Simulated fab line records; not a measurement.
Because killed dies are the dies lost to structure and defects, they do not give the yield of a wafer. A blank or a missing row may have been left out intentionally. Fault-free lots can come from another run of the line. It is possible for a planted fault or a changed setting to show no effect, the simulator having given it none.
Which tool was responsible? + flow sfq_line + 15 lots with 45 wafers sampled at 6 steps, on a route of 325 steps

WHAT THE GAUGES READ, wafer by wafer
SFQ_M3_RS_MEAS_919: the measuring method here is four-point-probe.
| lot  | measured     | on            | M3_NB_RS (ohm/sq) |
|------|--------------|---------------|-------------------|
| L732 | day 26 02:56 | film_metro-04 | 0.905 0.907 0.901 |
| L735 | day 27 02:57 | film_metro-02 | 0.883 0.891 0.874 |
| L737 | day 28 00:34 | film_metro-04 | 0.902 0.894 0.886 |
| L738 | day 28 05:23 | film_metro-01 | 0.876 0.886 0.876 |
| L740 | day 29 08:59 | film_metro-02 | 0.895 0.910 0.901 |
| L743 | day 31 04:50 | film_metro-01 | 0.890 0.886 0.901 |
| L744 | day 32 02:14 | film_metro-02 | 0.873 0.874 0.875 |
| L745 | day 32 15:05 | film_metro-01 | 0.901 0.898 0.902 |
| L746 | day 32 17:28 | film_metro-02 | - - -             |
| L747 | day 32 19:53 | film_metro-02 | - - -             |
| L748 | day 33 13:52 | film_metro-02 | - - -             |
| L751 | day 34 18:40 | film_metro-02 | 0.894 0.894 0.896 |
| L752 | day 35 07:52 | film_metro-02 | 0.890 0.890 0.882 |
| L753 | day 35 18:40 | film_metro-02 | 0.889 0.901 0.896 |
| L754 | day 36 07:52 | film_metro-04 | 0.881 0.873 0.874 |

SFQ_M3_OVL_MEAS_921.
| lot  | measured     | on         | M3_OVL (nm) |
|------|--------------|------------|-------------|
| L732 | day 28 18:02 | overlay-02 | -5 -1 -3    |
| L735 | day 29 19:01 | overlay-01 | -15 -1 -14  |
| L737 | day 30 11:22 | overlay-01 | 9 -1 2      |
| L738 | day 30 16:11 | overlay-01 | 2 10 -1     |
| L740 | day 31 17:19 | overlay-01 | -5 -14 -13  |
| L743 | day 33 17:20 | overlay-02 | -8 -4 -1    |
| L744 | day 34 16:14 | overlay-01 | 13 9 4      |
| L745 | day 35 01:50 | overlay-01 | 1 0 1       |
| L746 | day 35 03:02 | overlay-01 | -7 -5 -8    |
| L747 | day 35 04:14 | overlay-01 | 10 6 8      |
| L748 | day 35 21:02 | overlay-02 | -5 3 -1     |
| L751 | day 37 00:26 | overlay-01 | -5 -8 -1    |
| L752 | day 37 13:19 | overlay-02 | -6 -7 -1    |
| L753 | day 38 05:28 | overlay-02 | 1 5 3       |
| L754 | day 38 19:52 | overlay-02 | -6 -3 -10   |

SFQ_I4_BOW_MEAS_927.
| lot  | measured     | on            | I4_BOW (um) |
|------|--------------|---------------|-------------|
| L732 | day 35 10:23 | film_metro-02 | -9 -9 -19   |
| L735 | day 36 13:41 | film_metro-03 | 6 14 22     |
| L737 | day 37 07:42 | film_metro-03 | -5 4 3      |
| L738 | day 37 10:43 | film_metro-02 | 11 8 9      |
| L740 | day 38 13:20 | film_metro-02 | -5 -7 -10   |
| L743 | day 40 10:41 | film_metro-04 | 14 2 1      |
| L744 | day 40 23:40 | film_metro-03 | -1 3 15     |
| L745 | day 41 14:40 | film_metro-04 | 10 14 14    |
| L746 | day 41 19:41 | film_metro-02 | 2 -4 -8     |
| L747 | day 41 22:42 | film_metro-04 | 7 -8 -2     |
| L748 | day 42 16:41 | film_metro-04 | 4 4 2       |
| L751 | day 44 01:54 | film_metro-02 | 16 6 2      |
| L752 | day 44 16:59 | film_metro-02 | 0 0 2       |
| L753 | day 44 22:59 | film_metro-02 | 17 2 13     |
| L754 | day 45 13:59 | film_metro-04 | 6 12 3      |

WHICH TOOL RAN EACH LOT (tool, then ch and the chambers of the sampled wafers, then the start)
| lot  | SFQ_TRILAYER_L0_CAP_PECVD_011  | SFQ_TRILAYER_M3_DEP_SPUTTER_073 | SFQ_TRILAYER_M3_ETCH_METAL_ETCH_078 |
|------|--------------------------------|---------------------------------|-------------------------------------|
| L732 | pecvd-02 ch 0,1,2, day 3 14:43 | pvd_sputter-06, day 26 02:47    | rie_metal-02 ch 0,1, day 28 18:09   |
| L735 | pecvd-04 ch 0,1,2, day 4 06:18 | pvd_sputter-05, day 27 02:52    | rie_metal-04 ch 0,1, day 29 19:07   |
| L737 | pecvd-04 ch 0,1, day 4 19:36   | pvd_sputter-05, day 28 00:28    | rie_metal-04 ch 0, day 30 11:28     |
| L738 | pecvd-04 ch 0,1,2, day 5 00:24 | pvd_sputter-06, day 28 05:16    | rie_metal-04 ch 0,1, day 30 16:18   |
| L740 | pecvd-03 ch 0,1,2, day 5 11:12 | pvd_sputter-05, day 29 08:49    | rie_metal-04 ch 0,1, day 31 17:25   |
| L743 | pecvd-03 ch 0,1,2, day 6 02:48 | pvd_sputter-05, day 31 04:45    | rie_metal-03 ch 0,1, day 33 17:26   |
| L744 | pecvd-02 ch 0,1,2, day 6 07:36 | pvd_sputter-03, day 32 02:08    | rie_metal-04 ch 0, day 34 16:20     |
| L745 | pecvd-02 ch 0,2, day 6 11:54   | pvd_sputter-03, day 32 14:59    | rie_metal-03 ch 0,1, day 35 01:56   |
| L746 | pecvd-03 ch 0,1,2, day 6 17:12 | pvd_sputter-06, day 32 17:23    | rie_metal-04 ch 0,1, day 35 03:08   |
| L747 | pecvd-04 ch 0,1,2, day 6 20:48 | pvd_sputter-03, day 32 19:47    | rie_metal-03 ch 0,1, day 35 04:20   |
| L748 | pecvd-02 ch 0,2, day 7 02:48   | pvd_sputter-03, day 33 13:47    | rie_metal-02 ch 0,1, day 35 21:08   |
| L751 | pecvd-02 ch 0,1, day 7 19:46   | pvd_sputter-05, day 34 18:35    | rie_metal-02 ch 1, day 37 00:32     |
| L752 | pecvd-03 ch 0,2, day 7 22:00   | pvd_sputter-06, day 35 07:47    | rie_metal-02 ch 0,1, day 37 13:25   |
| L753 | pecvd-04 ch 1,2, day 8 05:28   | pvd_sputter-06, day 35 18:35    | rie_metal-02 ch 1, day 38 05:34     |
| L754 | pecvd-03 ch 0,1,2, day 8 09:04 | pvd_sputter-06, day 36 07:47    | rie_metal-03 ch 0,1, day 38 19:58   |
- SFQ_TRILAYER_L0_CAP_PECVD_011: deposits SiO2 from SiH4/N2O, time 13.333 s, target thk 60 nm.
- SFQ_TRILAYER_M3_DEP_SPUTTER_073: material Nb, target thk 200 nm, time 133.3 s.
- SFQ_TRILAYER_M3_ETCH_METAL_ETCH_078: etches Nb in Cl2/Ar, stops on SiO2, target depth 240 nm, time 120 s.

WHAT THE TOOLS THEMSELVES READ (means of the sampled wafers that have a number; where no wafer has one, the mark that the record gives instead)
SFQ_TRILAYER_L0_CAP_PECVD_011.
| lot  | tool     | heater_power_w (W) | throttle_valve_pct (%) |
|------|----------|--------------------|------------------------|
| L732 | pecvd-02 | 92                 | 25.3                   |
| L735 | pecvd-04 | 74                 | 23.3                   |
| L737 | pecvd-04 | 87                 | 24.0                   |
| L738 | pecvd-04 | 77                 | 23.5                   |
| L740 | pecvd-03 | 86                 | 25.4                   |
| L743 | pecvd-03 | 93                 | 25.4                   |
| L744 | pecvd-02 | 92                 | 25.4                   |
| L745 | pecvd-02 | 93                 | 25.5                   |
| L746 | pecvd-03 | 86                 | 25.4                   |
| L747 | pecvd-04 | 79                 | 23.7                   |
| L748 | pecvd-02 | 109                | 25.8                   |
| L751 | pecvd-02 | 85                 | 25.1                   |
| L752 | pecvd-03 | 89                 | 25.6                   |
| L753 | pecvd-04 | 70                 | 22.7                   |
| L754 | pecvd-03 | 88                 | 25.4                   |

SFQ_TRILAYER_M3_DEP_SPUTTER_073.
| lot  | tool           | base_pressure_pa (Pa) | cathode_dc_power_W (W) | chamber_pressure_pa (Pa) | resputter_cathode_voltage_v (V) | throttle_valve_pct (%) |
|------|----------------|-----------------------|------------------------|--------------------------|---------------------------------|------------------------|
| L732 | pvd_sputter-06 | 1.32e-06              | 1999.8                 | 0.13338                  | 397                             | 31.1                   |
| L735 | pvd_sputter-05 | 1.39e-06              | 1999.7                 | 0.13330                  | 400                             | 30.6                   |
| L737 | pvd_sputter-05 | 1.31e-06              | 1999.9                 | 0.13305                  | 401                             | 30.7                   |
| L738 | pvd_sputter-06 | 1.34e-06              | 2000.4                 | 0.13340                  | 402                             | 31.7                   |
| L740 | pvd_sputter-05 | 1.36e-06              | 2000.3                 | 0.13325                  | 398                             | 31.0                   |
| L743 | pvd_sputter-05 | 1.36e-06              | 2000.2                 | 0.13340                  | 403                             | 30.6                   |
| L744 | pvd_sputter-03 | 1.39e-06              | 2000.1                 | 0.13356                  | 401                             | 29.7                   |
| L745 | pvd_sputter-03 | 1.31e-06              | 1999.9                 | 0.13313                  | 403                             | 28.7                   |
| L746 | pvd_sputter-06 | -                     | -                      | -                        | -                               | -                      |
| L747 | pvd_sputter-03 | -                     | -                      | -                        | -                               | -                      |
| L748 | pvd_sputter-03 | -                     | -                      | -                        | -                               | -                      |
| L751 | pvd_sputter-05 | 1.31e-06              | 1999.8                 | 0.13325                  | 402                             | 30.4                   |
| L752 | pvd_sputter-06 | 1.30e-06              | 2000.4                 | 0.13335                  | 401                             | 31.5                   |
| L753 | pvd_sputter-06 | 1.37e-06              | 2000.1                 | 0.13317                  | 398                             | 31.4                   |
| L754 | pvd_sputter-06 | 1.24e-06              | 2000.1                 | 0.13331                  | 401                             | 31.6                   |

SFQ_TRILAYER_M3_ETCH_METAL_ETCH_078.
| lot  | tool         | drypump_motor_current_A (A) | he_backside_leak_sccm (sccm) | oes_product_au (a.u.) |
|------|--------------|-----------------------------|------------------------------|-----------------------|
| L732 | rie_metal-02 | 6.0                         | 3.57                         | 0.883                 |
| L735 | rie_metal-04 | 6.1                         | 3.65                         | 0.893                 |
| L737 | rie_metal-04 | 6.4                         | 3.61                         | 0.895                 |
| L738 | rie_metal-04 | 6.1                         | 3.54                         | 0.900                 |
| L740 | rie_metal-04 | 5.7                         | 3.51                         | 0.885                 |
| L743 | rie_metal-03 | 5.9                         | 3.13                         | 0.892                 |
| L744 | rie_metal-04 | 6.4                         | 3.47                         | 0.909                 |
| L745 | rie_metal-03 | 5.9                         | 3.31                         | 0.886                 |
| L746 | rie_metal-04 | 5.8                         | 3.51                         | 0.374                 |
| L747 | rie_metal-03 | 6.0                         | 3.35                         | 0.377                 |
| L748 | rie_metal-02 | 6.0                         | 3.81                         | 0.376                 |
| L751 | rie_metal-02 | 6.2                         | 3.91                         | 0.890                 |
| L752 | rie_metal-02 | 6.0                         | 3.60                         | 0.893                 |
| L753 | rie_metal-02 | 6.2                         | 3.59                         | 0.889                 |
| L754 | rie_metal-03 | 5.9                         | 3.34                         | 0.902                 |

THE ANSWER, worked out from the rows above alone
Rule: what is usual is taken from the lots themselves. Put in order of their means at a reading, lots are off if they are a third of the lots or fewer, leave a main group of 4 or more, and stand apart from it by a gap of 3 or more times the standard deviation of the main group's means; of several such gaps the widest counts. A main group whose means are all the same, to the digits that the tables above print for the reading, isn't used. Also off: a lot with no number at a reading for which 4 or more lots have one. All remaining lots with rows at the step are treated as sound. Order of review: gauges by route order, followed by the tools' own readings, for which a lot's mean as printed above is used. At the first step where some lot is off, the reading lying furthest off is the one used; lots without a number count as furthest.
Off: L746, L747, L748, seen at SFQ_M3_RS_MEAS_919 (M3_NB_RS). Without a number there: L746, L747, L748. The main group has a mean of 0.890 ohm/sq with a standard deviation of 0.0098.
If a tool, at a process step before that reading, ran all the lots that are off and no sound lot after the first of them, it fits. Not tried: the gauges at SFQ_M3_RS_MEAS_919; whatever is off there is also off at SFQ_TRILAYER_M3_DEP_SPUTTER_073, on other tools, and gauge error can't account for it. No candidate that was tried fits.

WHAT HAD BEEN PUT IN BY THE SIMULATOR
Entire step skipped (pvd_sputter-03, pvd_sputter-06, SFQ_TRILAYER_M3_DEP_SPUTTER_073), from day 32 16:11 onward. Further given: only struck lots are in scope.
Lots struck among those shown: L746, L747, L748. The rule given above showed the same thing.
